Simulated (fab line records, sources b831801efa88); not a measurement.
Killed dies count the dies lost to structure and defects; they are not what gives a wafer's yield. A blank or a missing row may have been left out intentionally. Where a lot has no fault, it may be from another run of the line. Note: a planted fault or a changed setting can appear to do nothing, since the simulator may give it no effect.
A sampling plan put to the test    flow sky130    45 faults told of in these records, all on one fab line, each judged by the records of the lots it struck
The plan consists of the line's own looks: route steps at which the wafer is read by a gauge or an inspection but not changed. Where struck wafers have a number at a look and the file lists that look's usual mean and standard deviation on fault-free wafers, the look can be judged. Caught: 4 or more of those standard deviations (sigma) separate the usual mean from the mean of the struck wafers at a look after the fault's first step. On the tool: the identical test, applied to the tool's own readings at the steps of the fault. It also counts as caught if the struck wafers ran another recipe or if their record alone is blank.

## THE FAULTS, as the simulator had put them in
1. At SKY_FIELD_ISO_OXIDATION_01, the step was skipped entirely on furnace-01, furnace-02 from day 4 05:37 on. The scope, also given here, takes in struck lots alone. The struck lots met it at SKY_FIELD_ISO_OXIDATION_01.
2. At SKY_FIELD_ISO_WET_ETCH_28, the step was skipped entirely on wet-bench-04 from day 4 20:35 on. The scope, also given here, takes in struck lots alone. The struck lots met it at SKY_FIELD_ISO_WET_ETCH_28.
3. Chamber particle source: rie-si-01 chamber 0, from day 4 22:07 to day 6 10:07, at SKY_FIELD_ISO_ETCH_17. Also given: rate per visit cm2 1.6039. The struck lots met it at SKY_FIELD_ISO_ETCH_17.
4. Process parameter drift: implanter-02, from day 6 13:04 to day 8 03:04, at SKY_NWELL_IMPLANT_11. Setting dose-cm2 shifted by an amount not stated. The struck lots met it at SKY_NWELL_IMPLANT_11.
5. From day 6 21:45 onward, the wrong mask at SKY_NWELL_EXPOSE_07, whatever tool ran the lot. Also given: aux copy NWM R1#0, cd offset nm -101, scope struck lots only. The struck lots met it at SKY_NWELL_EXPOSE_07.
6. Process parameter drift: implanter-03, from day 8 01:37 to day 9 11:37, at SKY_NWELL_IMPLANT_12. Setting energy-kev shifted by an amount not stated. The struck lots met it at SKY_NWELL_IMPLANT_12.
7. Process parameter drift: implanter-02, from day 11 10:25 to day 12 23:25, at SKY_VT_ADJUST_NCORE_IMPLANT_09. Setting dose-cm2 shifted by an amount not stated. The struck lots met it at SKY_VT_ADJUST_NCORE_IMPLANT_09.
8. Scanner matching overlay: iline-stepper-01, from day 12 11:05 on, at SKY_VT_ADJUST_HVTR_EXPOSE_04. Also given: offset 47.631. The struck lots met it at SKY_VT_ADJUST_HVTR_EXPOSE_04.
9. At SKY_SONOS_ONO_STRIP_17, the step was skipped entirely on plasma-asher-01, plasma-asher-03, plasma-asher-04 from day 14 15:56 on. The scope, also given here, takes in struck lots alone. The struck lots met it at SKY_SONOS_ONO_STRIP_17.
10. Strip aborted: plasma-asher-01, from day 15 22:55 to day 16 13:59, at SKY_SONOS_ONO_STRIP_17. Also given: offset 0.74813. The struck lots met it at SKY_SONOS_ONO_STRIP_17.
11. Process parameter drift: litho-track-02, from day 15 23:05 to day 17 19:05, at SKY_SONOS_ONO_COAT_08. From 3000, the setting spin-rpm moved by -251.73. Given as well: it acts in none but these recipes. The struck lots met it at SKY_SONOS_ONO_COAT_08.
12. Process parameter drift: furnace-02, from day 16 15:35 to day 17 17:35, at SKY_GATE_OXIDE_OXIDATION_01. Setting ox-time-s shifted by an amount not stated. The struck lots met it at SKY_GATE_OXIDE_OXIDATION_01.
13. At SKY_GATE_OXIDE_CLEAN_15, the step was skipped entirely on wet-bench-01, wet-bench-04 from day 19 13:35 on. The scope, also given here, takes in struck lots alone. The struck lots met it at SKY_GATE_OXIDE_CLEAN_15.
14. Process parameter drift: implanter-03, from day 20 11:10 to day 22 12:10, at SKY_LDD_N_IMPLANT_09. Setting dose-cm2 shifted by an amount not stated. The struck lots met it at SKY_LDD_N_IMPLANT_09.
15. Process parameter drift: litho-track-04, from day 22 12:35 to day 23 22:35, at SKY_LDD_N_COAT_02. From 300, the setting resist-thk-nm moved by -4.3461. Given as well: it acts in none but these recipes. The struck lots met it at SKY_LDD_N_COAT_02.
16. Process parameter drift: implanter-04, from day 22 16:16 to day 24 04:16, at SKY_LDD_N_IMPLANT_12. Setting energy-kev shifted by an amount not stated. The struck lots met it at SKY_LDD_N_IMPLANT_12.
17. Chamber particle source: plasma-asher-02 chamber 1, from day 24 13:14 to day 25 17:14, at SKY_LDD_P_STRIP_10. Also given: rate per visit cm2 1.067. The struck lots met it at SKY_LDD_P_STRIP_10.
18. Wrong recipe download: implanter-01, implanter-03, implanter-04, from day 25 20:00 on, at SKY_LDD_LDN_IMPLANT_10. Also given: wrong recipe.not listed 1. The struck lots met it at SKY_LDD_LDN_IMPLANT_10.
19. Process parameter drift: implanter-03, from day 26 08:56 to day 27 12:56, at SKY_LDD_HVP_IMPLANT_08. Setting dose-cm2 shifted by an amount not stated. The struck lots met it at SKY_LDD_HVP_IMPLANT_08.
20. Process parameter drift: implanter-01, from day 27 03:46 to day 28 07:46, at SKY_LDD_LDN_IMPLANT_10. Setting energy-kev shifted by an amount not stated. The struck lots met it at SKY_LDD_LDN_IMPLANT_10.
21. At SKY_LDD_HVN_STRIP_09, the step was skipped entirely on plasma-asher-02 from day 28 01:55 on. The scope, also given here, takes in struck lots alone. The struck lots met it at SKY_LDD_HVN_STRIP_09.
22. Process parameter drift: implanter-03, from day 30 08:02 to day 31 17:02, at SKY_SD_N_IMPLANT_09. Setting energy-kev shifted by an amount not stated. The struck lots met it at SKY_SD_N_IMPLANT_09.
23. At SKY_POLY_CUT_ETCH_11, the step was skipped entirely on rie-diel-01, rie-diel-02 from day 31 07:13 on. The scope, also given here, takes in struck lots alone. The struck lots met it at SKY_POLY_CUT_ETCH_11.
24. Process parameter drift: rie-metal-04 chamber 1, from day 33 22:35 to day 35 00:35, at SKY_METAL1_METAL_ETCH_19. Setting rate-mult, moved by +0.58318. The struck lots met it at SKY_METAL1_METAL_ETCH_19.
25. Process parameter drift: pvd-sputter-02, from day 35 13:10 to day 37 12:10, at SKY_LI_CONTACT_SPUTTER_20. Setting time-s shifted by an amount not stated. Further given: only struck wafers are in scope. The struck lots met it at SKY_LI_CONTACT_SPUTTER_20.
26. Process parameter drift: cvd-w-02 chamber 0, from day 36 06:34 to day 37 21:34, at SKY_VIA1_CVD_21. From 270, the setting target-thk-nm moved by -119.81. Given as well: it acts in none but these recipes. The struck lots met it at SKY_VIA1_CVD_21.
27. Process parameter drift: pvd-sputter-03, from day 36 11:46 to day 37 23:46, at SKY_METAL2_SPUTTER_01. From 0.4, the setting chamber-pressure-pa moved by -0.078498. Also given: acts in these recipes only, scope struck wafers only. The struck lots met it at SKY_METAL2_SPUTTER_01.
28. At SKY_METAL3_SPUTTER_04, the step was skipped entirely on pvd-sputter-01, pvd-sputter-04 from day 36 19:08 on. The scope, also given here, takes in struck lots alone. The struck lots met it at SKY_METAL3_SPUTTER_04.
29. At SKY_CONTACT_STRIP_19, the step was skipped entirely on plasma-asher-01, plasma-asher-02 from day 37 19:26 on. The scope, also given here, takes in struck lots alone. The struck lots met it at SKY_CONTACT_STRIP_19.
30. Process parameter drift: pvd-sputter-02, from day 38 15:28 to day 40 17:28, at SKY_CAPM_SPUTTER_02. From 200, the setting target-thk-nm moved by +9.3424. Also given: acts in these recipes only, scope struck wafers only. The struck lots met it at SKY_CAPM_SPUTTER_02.
31. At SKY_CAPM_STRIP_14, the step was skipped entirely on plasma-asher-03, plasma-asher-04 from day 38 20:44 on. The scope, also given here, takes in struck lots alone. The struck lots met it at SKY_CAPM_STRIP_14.
32. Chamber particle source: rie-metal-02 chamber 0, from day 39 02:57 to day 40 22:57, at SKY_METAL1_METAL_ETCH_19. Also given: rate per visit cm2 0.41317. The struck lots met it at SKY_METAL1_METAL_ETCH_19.
33. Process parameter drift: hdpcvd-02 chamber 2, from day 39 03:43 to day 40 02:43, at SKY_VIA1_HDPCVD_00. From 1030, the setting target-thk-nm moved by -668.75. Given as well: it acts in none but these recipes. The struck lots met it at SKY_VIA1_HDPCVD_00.
34. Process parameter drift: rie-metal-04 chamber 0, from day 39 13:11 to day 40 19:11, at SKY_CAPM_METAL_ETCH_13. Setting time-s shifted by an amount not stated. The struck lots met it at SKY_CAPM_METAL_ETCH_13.
35. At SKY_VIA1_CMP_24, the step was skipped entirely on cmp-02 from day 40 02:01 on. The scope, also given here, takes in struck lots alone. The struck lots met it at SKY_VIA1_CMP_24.
36. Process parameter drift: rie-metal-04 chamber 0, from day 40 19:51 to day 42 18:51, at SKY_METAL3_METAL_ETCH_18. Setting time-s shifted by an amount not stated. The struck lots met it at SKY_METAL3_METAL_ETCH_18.
37. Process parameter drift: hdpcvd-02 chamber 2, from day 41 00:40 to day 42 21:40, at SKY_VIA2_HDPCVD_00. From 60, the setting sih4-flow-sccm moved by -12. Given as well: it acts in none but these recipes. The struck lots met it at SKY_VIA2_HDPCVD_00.
38. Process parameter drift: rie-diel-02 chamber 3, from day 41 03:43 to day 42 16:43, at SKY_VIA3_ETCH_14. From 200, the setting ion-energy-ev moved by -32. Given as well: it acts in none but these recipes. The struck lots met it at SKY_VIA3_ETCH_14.
39. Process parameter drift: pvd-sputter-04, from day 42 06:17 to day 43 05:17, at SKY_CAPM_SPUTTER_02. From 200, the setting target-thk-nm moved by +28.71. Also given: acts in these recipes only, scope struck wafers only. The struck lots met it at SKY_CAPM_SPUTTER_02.
40. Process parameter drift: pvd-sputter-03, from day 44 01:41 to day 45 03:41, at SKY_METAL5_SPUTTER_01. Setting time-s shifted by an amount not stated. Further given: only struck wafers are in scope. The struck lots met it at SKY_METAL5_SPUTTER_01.
41. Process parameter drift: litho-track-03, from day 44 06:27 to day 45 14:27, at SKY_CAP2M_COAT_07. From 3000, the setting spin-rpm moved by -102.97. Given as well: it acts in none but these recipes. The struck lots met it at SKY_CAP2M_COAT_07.
42. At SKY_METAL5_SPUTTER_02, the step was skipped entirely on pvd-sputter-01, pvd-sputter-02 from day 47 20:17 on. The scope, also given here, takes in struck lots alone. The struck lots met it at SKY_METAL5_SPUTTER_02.
43. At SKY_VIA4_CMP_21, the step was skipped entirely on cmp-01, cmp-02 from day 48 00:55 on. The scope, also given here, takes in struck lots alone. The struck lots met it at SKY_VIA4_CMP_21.
44. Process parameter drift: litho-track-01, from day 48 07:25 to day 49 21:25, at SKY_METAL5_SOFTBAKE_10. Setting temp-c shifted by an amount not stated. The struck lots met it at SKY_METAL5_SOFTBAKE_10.
45. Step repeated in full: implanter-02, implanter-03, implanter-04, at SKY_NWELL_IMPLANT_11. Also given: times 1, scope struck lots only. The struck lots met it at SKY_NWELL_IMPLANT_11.

## WHAT THE PLAN SAW
fault  on the tool itself                                first look that catches it      reading, sigma                    median hours from its first step to that look  hours from the fault's start to the first struck lot there  judged looks passed uncaught
1      the tool's record is blank for the struck wafers  no look after it can be judged  -                                 -                                              -                                                           0
2      the tool's record is blank for the struck wafers  no look after it can be judged  -                                 -                                              -                                                           0
3      under 2 sigma                                     no look after it can be judged  -                                 -                                              -                                                           0
4      dose-ions-cm2 -26 sigma                           SKY_NWELL_RS_MEAS_29            NWELL_RS +6.0                     20.9                                           37                                                          0
5      no reading that can be judged                     no look after it can be judged  -                                 -                                              -                                                           0
6      beam-energy-keV -99 or beyond sigma               no look after it can be judged  -                                 -                                              -                                                           0
7      dose-ions-cm2 +99 or beyond sigma                 SKY_VT_ADJUST_NCORE_TW_MEAS_11  VT_ADJUST_NCORE_TW +27            0.2                                            7                                                           0
8      no reading that can be judged                     SKY_VT_ADJUST_HVTR_OVL_MEAS_08  VT_ADJUST_HVTR_OVL +33            12.7                                           14                                                          0
9      the tool's record is blank for the struck wafers  no look after it can be judged  -                                 -                                              -                                                           0
10     oes-product-au +42 sigma                          no look after it can be judged  -                                 -                                              -                                                           0
11     spin-speed-rpm -99 or beyond sigma                no look after it can be judged  -                                 -                                              -                                                           0
12     under 2 sigma                                     SKY_GATE_OXIDE_THK_MEAS_02      GATE_OXIDE_OXIDATION_00_THK +5.8  1.4                                            7                                                           0
13     no reading that can be judged                     no look after it can be judged  -                                 -                                              -                                                           0
14     dose-ions-cm2 +99 or beyond sigma                 no look after it can be judged  -                                 -                                              -                                                           0
15     under 2 sigma                                     no look after it can be judged  -                                 -                                              -                                                           0
16     beam-energy-keV -99 or beyond sigma               no look after it can be judged  -                                 -                                              -                                                           0
17     under 2 sigma                                     no look after it can be judged  -                                 -                                              -                                                           0
18     no reading that can be judged                     SKY_LDD_LDN_TW_MEAS_13          LDD_LDN_TW -9.6                   0.4                                            5                                                           0
19     dose-ions-cm2 +99 or beyond sigma                 SKY_LDD_HVP_TW_MEAS_10          LDD_HVP_TW +25                    0.2                                            3                                                           0
20     beam-energy-keV +83 sigma                         no look after it can be judged  -                                 -                                              -                                                           0
21     the tool's record is blank for the struck wafers  SKY_LDD_HVP_TW_MEAS_10          LDD_HVP_TW -99 or beyond          24.8                                           26                                                          0
22     beam-energy-keV +99 or beyond sigma               SKY_SD_N_RS_MEAS_16             SD_N_RS -10                       0.7                                            7                                                           1
23     the tool's record is blank for the struck wafers  no look after it can be judged  -                                 -                                              -                                                           0
24     under 2 sigma                                     no look after it can be judged  -                                 -                                              -                                                           0
25     under 2 sigma                                     no look after it can be judged  -                                 -                                              -                                                           0
26     under 2 sigma                                     SKY_VIA1_RS_MEAS_22             VIA1_W_RS +77                     0.1                                            7                                                           0
27     chamber-pressure-pa -94 sigma                     no look after it can be judged  -                                 -                                              -                                                           0
28     the tool's record is blank for the struck wafers  no look after it can be judged  -                                 -                                              -                                                           0
29     the tool's record is blank for the struck wafers  no look after it can be judged  -                                 -                                              -                                                           0
30     under 2 sigma                                     SKY_CAPM_RS_MEAS_03             CAPM_TIN_RS -7.0                  0.1                                            2                                                           0
31     the tool's record is blank for the struck wafers  no look after it can be judged  -                                 -                                              -                                                           0
32     under 2 sigma                                     no look after it can be judged  -                                 -                                              -                                                           0
33     no reading that can be judged                     SKY_VIA1_THK_MEAS_01            VIA1_HDPCVD_THK -80               0.1                                            1                                                           0
34     run-length-s -13 sigma                            no look after it can be judged  -                                 -                                              -                                                           0
35     no reading that can be judged                     no look after it can be judged  -                                 -                                              -                                                           0
36     run-length-s +34 sigma                            no look after it can be judged  -                                 -                                              -                                                           0
37     sih4-flow-sccm -69 sigma                          SKY_VIA2_THK_MEAS_01            VIA2_HDPCVD_THK -19               0.1                                            1                                                           0
38     under 2 sigma                                     no look after it can be judged  -                                 -                                              -                                                           0
39     under 2 sigma                                     SKY_CAPM_RS_MEAS_03             CAPM_TIN_RS -17                   0.1                                            0                                                           0
40     under 2 sigma                                     no look after it can be judged  -                                 -                                              -                                                           0
41     spin-speed-rpm -48 sigma                          no look after it can be judged  -                                 -                                              -                                                           0
42     the tool's record is blank for the struck wafers  SKY_METAL5_RS_MEAS_05           METAL5_ALCU_RS +99 or beyond      0.1                                            1                                                           0
43     no reading that can be judged                     no look after it can be judged  -                                 -                                              -                                                           0
44     heater-power-total-W +43 sigma                    no look after it can be judged  -                                 -                                              -                                                           0
45     under 2 sigma                                     SKY_NWELL_TW_MEAS_15            NWELL_TW +35                      0.9                                            -                                                           0
A dash: the fault is not caught, or the number is missing from these records.

Caught at a look: 15 of 45. Caught on the tool: 25 of 45. By one or the other: 33 of 45.
Caught on the tool alone: faults 1, 2, 6, 9, 10, 11, 14, 16, 20, 23, 27, 28, 29, 31, 34, 36, 41, 44.
Caught at a look alone: faults 8, 12, 18, 26, 30, 33, 39, 45.
Caught by neither: faults 3, 5, 13, 15, 17, 24, 25, 32, 35, 38, 40, 43.

## THINNER SAMPLING
Were the look that catches a fault to measure just every second or every third lot (counted by lot number), the first struck lot would, at worst, be measured this late:
fault  struck lots at that look, in order of time  every lot  every second lot  every third lot
4      L979, L981                                  37 h       may miss all 2    may miss all 2
7      L334, L335                                  7 h        11 h              may miss all 2
8      L200, L202, L207                            14 h       63 h              63 h
12     L563, L564                                  7 h        7 h               may miss all 2
18     L987, L986, L988, L989                      5 h        5 h               9 h
19     L437, L440                                  3 h        27 h              may miss all 2
21     L428, L429                                  26 h       30 h              may miss all 2
22     L502, L505                                  7 h        23 h              may miss all 2
26     L317, L318                                  7 h        19 h              may miss all 2
30     L845, L847                                  2 h        may miss all 2    may miss all 2
33     L774, L775                                  1 h        2 h               may miss all 2
37     L865, L866                                  1 h        3 h               may miss all 2
39     L510, L512                                  0 h        may miss all 2    may miss all 2
42     L310, L311                                  1 h        2 h               may miss all 2
The hour figures run from when the fault began to the first measured lot among those it struck. Since the struck wafers were tested as one group against 4 sigma, a single lot by itself may lie under the limit. Other struck lots may not be in these records.

## THE LONGEST TIMED WAY FROM STEP TO LOOK
Fault 21: median gap of 24.8 hours between SKY_LDD_HVN_STRIP_09 and SKY_LDD_HVP_TW_MEAS_10. No look between them can be judged.
